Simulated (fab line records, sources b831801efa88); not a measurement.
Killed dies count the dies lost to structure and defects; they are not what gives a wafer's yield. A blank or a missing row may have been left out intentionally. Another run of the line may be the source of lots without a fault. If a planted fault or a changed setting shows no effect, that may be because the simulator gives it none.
The tool behind it: which one? | flow sky130 | 24 lots, 72 wafers sampled, at 1 step of a route of 708

WHAT EACH GAUGE READ, for each wafer
SKY_FIELD_ISO_CD_MEAS_13: target cd 150 nm. Usual: cd-nm 149.8 nm, standard deviation 1.4.
lot  | measured    | on        | cd-nm (nm)        | flag
L074 | day 2 06:53 | cd-sem-01 | 149.6 148.3 149.3 |
L075 | day 2 12:04 | cd-sem-02 | 149.9 150.2 150.8 |
L076 | day 2 16:35 | cd-sem-01 | 148.9 148.7 149.7 |
L077 | day 2 20:34 | cd-sem-02 | 151.4 151.6 151.6 |
L078 | day 3 02:08 | cd-sem-02 | 150.0 150.9 149.3 |
L079 | day 3 06:31 | cd-sem-01 | 151.5 150.4 152.7 |
L080 | day 3 12:16 | cd-sem-02 | 149.9 150.5 149.2 |
L081 | day 3 16:20 | cd-sem-01 | 152.0 152.0 150.5 |
L082 | day 4 00:47 | cd-sem-01 | 149.6 150.3 149.8 |
L083 | day 4 03:47 | cd-sem-01 | 148.5 147.7 149.5 |
L084 | day 4 08:32 | cd-sem-01 | 149.4 148.3 148.0 |
L085 | day 4 14:25 | cd-sem-02 | 150.9 152.2 151.7 |
L086 | day 4 19:39 | cd-sem-01 | 146.4 148.5 146.6 |
L087 | day 5 03:17 | cd-sem-01 | 149.7 149.2 148.8 |
L088 | day 5 06:50 | cd-sem-01 | 149.5 150.3 149.7 |
L089 | day 5 12:34 | cd-sem-02 | 150.1 151.0 149.6 |
L090 | day 5 17:08 | cd-sem-01 | 150.3 149.7 150.9 |
L091 | day 5 21:07 | cd-sem-02 | 149.7 149.9 150.0 |
L092 | day 6 03:47 | cd-sem-01 | 147.1 147.7 148.8 |
L093 | day 6 07:28 | cd-sem-01 | 148.4 149.6 149.8 |
L094 | day 6 12:56 | cd-sem-01 | 149.3 148.7 148.3 |
L095 | day 6 18:40 | cd-sem-02 | 152.7 150.4 150.8 |
L096 | day 6 23:33 | cd-sem-01 | 151.5 151.1 152.1 |
L097 | day 7 03:59 | cd-sem-01 | 149.2 151.7 149.5 |

WHAT TOOL EACH LOT RAN ON (gives the tool, then ch and the chambers of the sampled wafers, and finally the start)
Record: no process step prior to these readings.

AS READ BY THE TOOLS THEMSELVES (means over the sampled wafers that have a number; for cases with no such wafer, the mark the record gives instead)
The record holds no such reading with a usual standard deviation.

THE ANSWER, worked out from the rows above alone
Rule: a lot is off if the mean of its wafers that have a number lies more than 3 standard deviations from the usual mean. Also off: a lot with no number at a reading for which 4 or more lots have one. Where the step has rows for the other lots, those lots are counted as sound. Order of review: gauges by route order, followed by the tools' own readings, for which a lot's mean as printed above is used. The first step at which some lot is off is used, and at that step the reading that is off furthest; a lot without a number counts as furthest.
No lot is off at any reading shown: from this, nothing can be told.

WHAT WAS PUT IN BY THE SIMULATOR
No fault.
